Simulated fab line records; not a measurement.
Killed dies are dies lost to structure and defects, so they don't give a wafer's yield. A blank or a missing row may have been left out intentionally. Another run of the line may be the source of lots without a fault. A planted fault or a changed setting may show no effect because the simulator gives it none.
fab line records ; flow sky130
[record] lots = 12; wafers = 35; lastDay = 50
route steps=708 shown LI_CONTACT@381 CONTACT@408
lots untouched by any fault: they come from a run of this same line in which no faults occurred
startH: the number of hours between the record's first day and the start of the first shown wafer of the lot ; waitH: hours elapsed since this lot's preceding step ; " repeats the value in the row above ; L1.1+2: a single row standing in for several wafers ; - either no value or no given start ; * or withheld: withheld ; < > ~ a bound
route shown NAME@n: NAME is a module with steps in the file, n the number in the route of the first one ; usual: the fault-free wafers' mean and standard deviation ; same: alike in all rows ; chamber/n: place in a boat ; sites: readings site by site ; _std_site: how widely they spread, as a standard deviation ; _edge_site: mean of outer sites minus mean of inner sites ; radiusMm: for every site, how far away it sits from the centre of the wafer ; mask NAME#n: copy n ; behind: the most recent tool/chamber to have shaped the wafer ; hold: the reason the lot was held/the length of the hold in hours/how it ended ; device: whichever transistor did not switch (one of n, p or np) ; end of line: at the end of the route, the tests of the same wafers ; step lacking rows: just its recipe ; killed: the dies lost at the first sort to structure and to defects; this is not the yield of the wafer ; map: per-die view of a wafer (x killed, . not killed, _ where there is no die)
set.NAME: the run value of the setting; set.NAME@STEP: its run value at that earlier step ; model.NAME: the simulator's own value behind a step, which no gauge read
steps of the route over a sample of lots; a table a step, a row a wafer
services: the hour from which a tool's chamber was out of use, counted from the record's first day as startH (under 0 if before that day), plus the number of hours and why
[[steps]]
[step SKY_LI_CONTACT_SPUTTER_19]
[recipe] material = Ti; targetThkNm = 20; chamberPressurePa = 5; powerW = 2500; substrateTempC = 200; timeS = 106.37
[usual] throttleValvePct = 29.8/0.72
lot.wafer;tool;chamber;startH;waitH;throttleValvePct
L505.1;pvdSputter-01;-;675.08;0.0;30.7
L505.5;pvdSputter-01;-;675.08;0.0;30.5
L505.6;pvdSputter-01;-;675.08;0.0;29.8
L506.2;pvdSputter-01;-;682.15;0.0;30.5
L506.3;pvdSputter-01;-;682.15;0.0;28.9
L506.4;pvdSputter-01;-;682.15;0.0;29.6
L507.3;pvdSputter-03;-;697.62;0.0;30.1
L507.4;pvdSputter-03;-;697.62;0.0;28.5
L507.6;pvdSputter-03;-;697.62;0.0;30.2
L510.1;pvdSputter-03;-;712.98;0.0;28.4
L510.3;pvdSputter-03;-;712.98;0.0;30.1
L510.5;pvdSputter-03;-;712.98;0.0;28.4
L509.1;pvdSputter-02;-;713.62;0.0;30.9
L509.3;pvdSputter-02;-;713.62;0.0;31.1
L509.6;pvdSputter-02;-;713.62;0.0;30.6
L508.1;pvdSputter-02;-;714.85;0.0;30.6
L508.4;pvdSputter-02;-;714.85;0.0;31.0
L508.6;pvdSputter-02;-;714.85;0.0;30.4
L511.3;pvdSputter-03;-;718.77;0.0;28.6
L511.4;pvdSputter-03;-;718.77;0.0;30.3
L511.5;pvdSputter-03;-;718.77;0.0;28.5
L512.1;pvdSputter-01;-;738.53;0.0;29.8
L512.2;pvdSputter-01;-;738.53;0.0;28.9
L512.4;pvdSputter-01;-;738.53;0.0;29.1
L521.3;pvdSputter-02;-;803.28;0.0;30.9
L521.4;pvdSputter-02;-;803.28;0.0;29.4
L521.5;pvdSputter-02;-;803.28;0.0;29.7
L522.2;pvdSputter-03;-;812.93;0.0;30.2
L522.5;pvdSputter-03;-;812.93;0.0;30.1
L526.1;pvdSputter-01;-;829.45;0.0;29.6
L526.3;pvdSputter-01;-;829.45;0.0;30.2
L526.4;pvdSputter-01;-;829.45;0.0;29.0
L528.1;pvdSputter-03;-;845.34;0.0;29.9
L528.2;pvdSputter-03;-;845.34;0.0;28.8
L528.6;pvdSputter-03;-;845.34;0.0;30.1
[step SKY_CONTACT_HDPCVD_02]
[recipe] material = SiO2; targetThkNm = 565; sigmaOpenFrac = 0.3; timeS = 94.2; tempC = 600; sih4FlowSccm = 60; pressureMtorr = 6
[usual] runLengthS = 122.3/0.63
lot.wafer;tool;chamber;startH;waitH;runLengthS
L505.1;hdpcvd-02;1;704.15;0.1;122.2
L505.5;hdpcvd-02;1;704.15;0.1;122.5
L505.6;hdpcvd-02;2;704.15;0.1;123.3
L506.2;hdpcvd-02;1;712.09;0.0;122.0
L506.3;hdpcvd-02;0;712.09;0.0;121.9
L506.4;hdpcvd-02;0;712.09;0.0;121.5
L507.3;hdpcvd-02;0;726.33;0.0;121.7
L507.4;hdpcvd-02;0;726.33;0.0;121.7
L507.6;hdpcvd-02;1;726.33;0.0;122.0
L510.1;hdpcvd-01;0;742.38;0.1;123.0
L510.3;hdpcvd-01;1;742.38;0.1;121.3
L510.5;hdpcvd-01;2;742.38;0.1;123.1
L509.1;hdpcvd-02;0;743.82;0.1;122.4
L509.3;hdpcvd-02;1;743.82;0.1;122.0
L509.6;hdpcvd-02;2;743.82;0.1;122.5
L508.1;hdpcvd-01;2;744.38;0.1;122.8
L508.4;hdpcvd-01;2;744.38;0.1;122.8
L508.6;hdpcvd-01;1;744.38;0.1;121.3
L511.3;hdpcvd-02;1;748.27;0.0;121.9
L511.4;hdpcvd-02;2;748.27;0.0;123.2
L511.5;hdpcvd-02;1;748.27;0.0;122.6
L512.1;hdpcvd-02;1;766.98;0.1;121.8
L512.2;hdpcvd-02;0;766.98;0.1;121.6
L512.4;hdpcvd-02;0;766.98;0.1;122.0
L521.3;hdpcvd-01;0;831.25;0.0;107.5
L521.4;hdpcvd-01;1;831.25;0.0;121.3
L521.5;hdpcvd-01;2;831.25;0.0;107.4
L522.2;hdpcvd-01;0;840.50;0.0;122.6
L522.5;hdpcvd-01;0;840.50;0.0;107.1
L526.1;hdpcvd-02;1;857.63;0.1;122.2
L526.3;hdpcvd-02;0;857.63;0.1;121.9
L526.4;hdpcvd-02;1;857.63;0.1;122.3
L528.1;hdpcvd-02;2;873.48;0.1;122.5
L528.2;hdpcvd-02;0;873.48;0.1;121.6
L528.6;hdpcvd-02;2;873.48;0.1;122.3
[step SKY_CONTACT_THK_MEAS_03]
[recipe] reads = SiO2_of_CONTACT_HDPCVD_02
[usual] CONTACT_HDPCVD_THK = 564/5
lot.wafer;tool;chamber;startH;waitH;CONTACT_HDPCVD_THK[nm]
L505.1;filmMetro-04;-;704.22;0.0;557
L505.5;filmMetro-04;-;704.22;0.0;554
L505.6;filmMetro-04;-;704.22;0.0;564
L506.2;filmMetro-01;-;712.17;0.0;559
L506.3;filmMetro-01;-;712.17;0.0;557
L506.4;filmMetro-01;-;712.17;0.0;558
L507.3;filmMetro-01;-;726.42;0.1;567
L507.4;filmMetro-01;-;726.42;0.1;567
L507.6;filmMetro-01;-;726.42;0.1;570
L510.1;filmMetro-01;-;742.45;0.0;564
L510.3;filmMetro-01;-;742.45;0.0;558
L510.5;filmMetro-01;-;742.45;0.0;565
L509.1;filmMetro-01;-;743.88;0.0;562
L509.3;filmMetro-01;-;743.88;0.0;559
L509.6;filmMetro-01;-;743.88;0.0;567
L508.1;filmMetro-04;-;744.45;0.0;568
L508.4;filmMetro-04;-;744.45;0.0;574
L508.6;filmMetro-04;-;744.45;0.0;566
L511.3;filmMetro-04;-;748.36;0.1;559
L511.4;filmMetro-04;-;748.36;0.1;563
L511.5;filmMetro-04;-;748.36;0.1;563
L512.1;filmMetro-01;-;767.04;0.0;566
L512.2;filmMetro-01;-;767.04;0.0;560
L512.4;filmMetro-01;-;767.04;0.0;566
L521.3;filmMetro-01;-;831.34;0.1;476
L521.4;filmMetro-01;-;831.34;0.1;566
L521.5;filmMetro-01;-;831.34;0.1;477
L522.2;filmMetro-04;-;840.58;0.0;561
L522.5;filmMetro-04;-;840.58;0.0;477
L526.1;filmMetro-01;-;857.70;0.0;563
L526.3;filmMetro-01;-;857.70;0.0;564
L526.4;filmMetro-01;-;857.70;0.0;560
L528.1;filmMetro-02;-;873.54;0.0;566
L528.2;filmMetro-02;-;873.54;0.0;568
L528.6;filmMetro-02;-;873.54;0.0;569
[step SKY_CONTACT_CMP_04]
[recipe] material = SiO2; downForcePsi = 4; platenRpm = 60; padVelocityMS = 0.94248
[usual] motorCurrentA = 11.7/1.1; timeToEndpointS = 81/3.6
lot.wafer;tool;chamber;startH;waitH;motorCurrentA;timeToEndpointS
L505.1;cmp-02;1;704.38;0.1;13.8;79
L505.6;cmp-02;3;704.38;0.1;10.7;83
L505.5;cmp-02;0;704.38;0.1;11.8;80
L506.3;cmp-02;0;712.48;0.3;11.8;82
L506.4;cmp-02;1;712.48;0.3;14.1;82
L506.2;cmp-02;2;712.48;0.3;11.5;82
L507.4;cmp-02;2;726.46;0.0;11.5;81
L507.3;cmp-02;3;726.46;0.0;10.3;82
L507.6;cmp-02;2;726.46;0.0;11.6;80
L510.1;cmp-01;3;742.56;0.1;11.9;84
L510.3;cmp-01;1;742.56;0.1;11.5;81
L510.5;cmp-01;2;742.56;0.1;10.9;81
L509.1;cmp-02;0;744.04;0.1;11.4;81
L509.3;cmp-02;1;744.04;0.1;14.2;82
L509.6;cmp-02;2;744.04;0.1;11.5;86
L508.1;cmp-01;1;744.51;0.1;11.6;86
L508.4;cmp-01;3;744.51;0.1;11.4;90
L508.6;cmp-01;1;744.51;0.1;11.1;88
L511.3;cmp-02;0;748.40;0.0;11.4;77
L511.4;cmp-02;2;748.40;0.0;11.8;81
L511.5;cmp-02;0;748.40;0.0;12.1;82
L512.2;cmp-02;0;767.10;0.0;11.2;76
L512.4;cmp-02;1;767.10;0.0;13.6;78
L512.1;cmp-02;3;767.10;0.0;11.3;78
L521.4;cmp-01;0;831.48;0.1;12.9;82
L521.3;cmp-01;1;831.48;0.1;11.1;50
L521.5;cmp-01;3;831.48;0.1;10.9;53
L522.2;cmp-01;3;840.63;0.0;10.7;80
L522.5;cmp-01;3;840.63;0.0;10.9;53
L526.4;cmp-01;2;857.76;0.0;10.7;80
L526.1;cmp-01;3;857.76;0.0;11.4;82
L526.3;cmp-01;1;857.76;0.0;11.8;80
L528.1;cmp-01;2;873.65;0.1;10.1;82
L528.2;cmp-01;3;873.65;0.1;10.6;86
L528.6;cmp-01;1;873.65;0.1;11.2;84
[step SKY_CONTACT_CD_MEAS_14]
[recipe] targetCdNm = 170
[usual] cdNm = 170.5/1.2
lot.wafer;tool;chamber;startH;waitH;cdNm
L505.1;cdSem-01;-;732.08;-;171.3
L505.5;cdSem-01;-;732.08;-;170.3
L505.6;cdSem-01;-;732.08;-;171.9
L506.2;cdSem-01;-;740.47;-;170.1
L506.3;cdSem-01;-;740.47;-;170.7
L506.4;cdSem-01;-;740.47;-;169.5
L507.3;cdSem-02;-;753.83;-;170.5
L507.4;cdSem-02;-;753.83;-;171.1
L507.6;cdSem-02;-;753.83;-;169.4
L510.1;cdSem-01;-;769.74;-;170.4
L510.3;cdSem-01;-;769.74;-;171.7
L510.5;cdSem-01;-;769.74;-;171.6
L509.1;cdSem-01;-;771.25;-;170.3
L509.3;cdSem-01;-;771.25;-;171.5
L509.6;cdSem-01;-;771.25;-;170.5
L508.1;cdSem-01;-;771.83;-;170.3
L508.4;cdSem-01;-;771.83;-;169.6
L508.6;cdSem-01;-;771.83;-;169.2
L511.3;cdSem-02;-;775.43;-;170.4
L511.4;cdSem-02;-;775.43;-;172.0
L511.5;cdSem-02;-;775.43;-;172.1
L512.1;cdSem-01;-;793.93;-;171.5
L512.2;cdSem-01;-;793.93;-;172.2
L512.4;cdSem-01;-;793.93;-;171.4
L521.3;cdSem-02;-;857.65;-;170.0
L521.4;cdSem-02;-;857.65;-;169.3
L521.5;cdSem-02;-;857.65;-;172.1
L522.2;cdSem-01;-;867.30;-;170.0
L522.5;cdSem-01;-;867.30;-;170.8
L526.1;cdSem-02;-;883.98;-;169.4
L526.3;cdSem-02;-;883.98;-;171.3
L526.4;cdSem-02;-;883.98;-;171.4
L528.1;cdSem-01;-;898.83;-;169.8
L528.2;cdSem-01;-;898.83;-;170.2
L528.6;cdSem-01;-;898.83;-;171.6
[step SKY_CONTACT_OVL_MEAS_15]
[usual] CONTACT_OVL = 0/5.7
lot.wafer;tool;chamber;startH;waitH;CONTACT_OVL[nm]
L505.1;overlay-02;-;732.20;0.1;2
L505.5;overlay-02;-;732.20;0.1;6
L505.6;overlay-02;-;732.20;0.1;-2
L506.2;overlay-02;-;740.58;0.1;-4
L506.3;overlay-02;-;740.58;0.1;-1
L506.4;overlay-02;-;740.58;0.1;-6
L507.3;overlay-02;-;753.92;0.1;7
L507.4;overlay-02;-;753.92;0.1;6
L507.6;overlay-02;-;753.92;0.1;8
L510.1;overlay-02;-;769.86;0.1;-1
L510.3;overlay-02;-;769.86;0.1;1
L510.5;overlay-02;-;769.86;0.1;3
L509.1;overlay-02;-;771.37;0.1;-3
L509.3;overlay-02;-;771.37;0.1;-7
L509.6;overlay-02;-;771.37;0.1;-8
L508.1;overlay-02;-;771.95;0.1;4
L508.4;overlay-02;-;771.95;0.1;-7
L508.6;overlay-02;-;771.95;0.1;-7
L511.3;overlay-02;-;775.52;0.1;2
L511.4;overlay-02;-;775.52;0.1;7
L511.5;overlay-02;-;775.52;0.1;8
L512.1;overlay-01;-;794.05;0.1;-8
L512.2;overlay-01;-;794.05;0.1;-5
L512.4;overlay-01;-;794.05;0.1;-6
L521.3;overlay-01;-;857.74;0.1;3
L521.4;overlay-01;-;857.74;0.1;1
L521.5;overlay-01;-;857.74;0.1;4
L522.2;overlay-01;-;867.40;0.1;-7
L522.5;overlay-01;-;867.40;0.1;-11
L526.1;overlay-01;-;884.10;0.1;1
L526.3;overlay-01;-;884.10;0.1;6
L526.4;overlay-01;-;884.10;0.1;2
L528.1;overlay-02;-;898.95;0.1;4
L528.2;overlay-02;-;898.95;0.1;4
L528.6;overlay-02;-;898.95;0.1;-3
[[services]]
tool;chamber;startH;hours;kind
pvdSputter-03;-;662.99;3.5;repair
hdpcvd-02;0;665.75;-;clean
hdpcvd-02;1;665.75;-;clean
hdpcvd-02;2;665.75;-;clean
cmp-02;-;669.75;1.1;repair
cmp-01;-;697.59;6.9;pm
cmp-02;-;706.73;1.7;repair
cmp-01;-;706.91;3.6;repair
pvdSputter-03;-;714.53;1.8;repair
cmp-01;-;716.83;8.9;pm
pvdSputter-02;-;726.68;1.0;repair
cmp-02;-;744.24;4.0;pm
cmp-02;-;748.24;-;consumableReplace:conditioner
hdpcvd-01;-;759.03;1.2;repair
hdpcvd-01;-;761.14;0.5;repair
pvdSputter-03;-;763.75;4.4;repair
hdpcvd-01;-;789.85;2.8;pm
pvdSputter-02;-;825.14;1.9;repair
pvdSputter-03;-;825.22;0.8;repair
cmp-02;-;831.55;1.7;repair
cmp-02;-;847.95;4.2;pm
cmp-01;-;850.42;2.6;repair
pvdSputter-02;-;858.25;2.8;repair
pvdSputter-02;-;872.79;3.7;repair
[[key]]
[firstSign] step = SKY_CONTACT_HDPCVD_02; reading = runLengthS; direction = down; sigmas = 24; usual = *; struck = *
[effect] step = SKY_CONTACT_THK_MEAS_03; reading = CONTACT_HDPCVD_THK; direction = down; sigmas = 18; usual = 564; struck = 477
[effect] step = SKY_CONTACT_CMP_04; reading = timeToEndpointS; direction = down; sigmas = 8.1; usual = *; struck = *
metAt SKY_CONTACT_HDPCVD_02
struckLots L521,L522
struckWafers L521.3,L521.5,L522.5
testerLeftOut L521,L522
notActingAt SKY_LI_CONTACT_SPUTTER_19,SKY_CONTACT_CD_MEAS_14,SKY_CONTACT_OVL_MEAS_15
onsetBetween 744.38 831.25
[fault] kind = processParameterDrift; tool = hdpcvd-01; chamber = -; onsetH = 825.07; steps = SKY_CONTACT_HDPCVD_02; channel = timeS; offset = *; shape = step; endH = 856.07; scope = struckWafersOnly; actsIn = *; stated = *
// testerLeftOut: of these lots the tester's yield and bins aren't shown, on N5 and GAA mostly nor the transistor test; their killed dies are dies lost to structure and defects alone, not to doping, threshold or leakage, so they don't give the yield
